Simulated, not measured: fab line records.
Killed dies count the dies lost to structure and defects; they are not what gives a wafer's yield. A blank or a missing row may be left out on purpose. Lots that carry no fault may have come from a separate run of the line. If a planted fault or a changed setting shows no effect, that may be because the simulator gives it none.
Which tool is to blame? :: flow gf180mcu :: Sampling: 6 lots, 18 wafers, 2 of 602 route steps

## WHAT THE GAUGES SHOWED, per wafer
GF_VT_IMPLANT_RS_MEAS_48: uses a four-point probe to measure.
lot: L864
measured: day 7 19:53
on: film metro-02
LVPWELL_RS (ohm/sq): 1189 1192 1191

lot: L870
measured: day 9 06:01
on: film metro-04
LVPWELL_RS (ohm/sq): 1195 1197 1196

lot: L872
measured: day 9 22:00
on: film metro-03
LVPWELL_RS (ohm/sq): 1193 1194 1196

lot: L874
measured: day 10 16:14
on: film metro-03
LVPWELL_RS (ohm/sq): 1172 1177 1173

lot: L879
measured: day 12 03:22
on: film metro-04
LVPWELL_RS (ohm/sq): 1201 1200 1202

lot: L885
measured: day 14 02:56
on: film metro-03
LVPWELL_RS (ohm/sq): 1195 1195 1196

## WHICH TOOL RAN EACH LOT (tool, then ch and the chambers of the sampled wafers, then the start)
lot: L864
GF_LVPWELL_IMPLANT_08: implanter-02 ch 0, day 4 04:07

lot: L870
GF_LVPWELL_IMPLANT_08: implanter-01 ch 0, day 5 10:58

lot: L872
GF_LVPWELL_IMPLANT_08: implanter-01 ch 0, day 5 23:19

lot: L874
GF_LVPWELL_IMPLANT_08: implanter-01 ch 0, day 6 13:41

lot: L879
GF_LVPWELL_IMPLANT_08: implanter-02 ch 0, day 7 16:05

lot: L885
GF_LVPWELL_IMPLANT_08: implanter-02 ch 0, day 9 06:59
- GF_LVPWELL_IMPLANT_08

## THE ANSWER, worked out from the rows above alone
Rule: what is usual is taken from the lots themselves. The widest of any qualifying gaps counts: lots, ordered by their means at a reading, are off when they make up no more than a third of the lots, leave a main group of 4 or more, and stand apart from it by 3 or more times the standard deviation of that group's means. A main group whose means are all the same, to the digits that the tables above print for the reading, isn't used. A lot without any number at a reading at which 4 lots or more have one is off too. Any other lot the step has rows for is counted as sound.
Off: L874, seen at GF_VT_IMPLANT_RS_MEAS_48 (LVPWELL_RS). Mean 1195 ohm/sq and standard deviation 3.3 in the main group.
A tool fits if, at a process step before that reading, it ran every lot that is off, and no sound lot after the first of them. Gauges at GF_VT_IMPLANT_RS_MEAS_48: tried the same way as those tools. One fits: implanter-01 at GF_LVPWELL_IMPLANT_08. Its last sound lot is L872 (day 5 23:19), its first lot that is off L874 (day 6 13:41): a fault that began between those two fits.

## WHAT THE SIMULATOR PUT IN
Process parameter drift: implanter-01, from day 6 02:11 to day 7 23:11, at GF_LVPWELL_IMPLANT_08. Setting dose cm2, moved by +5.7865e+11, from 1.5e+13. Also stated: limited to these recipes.
Shown lots that were struck: L874. Same finding as the rule above.
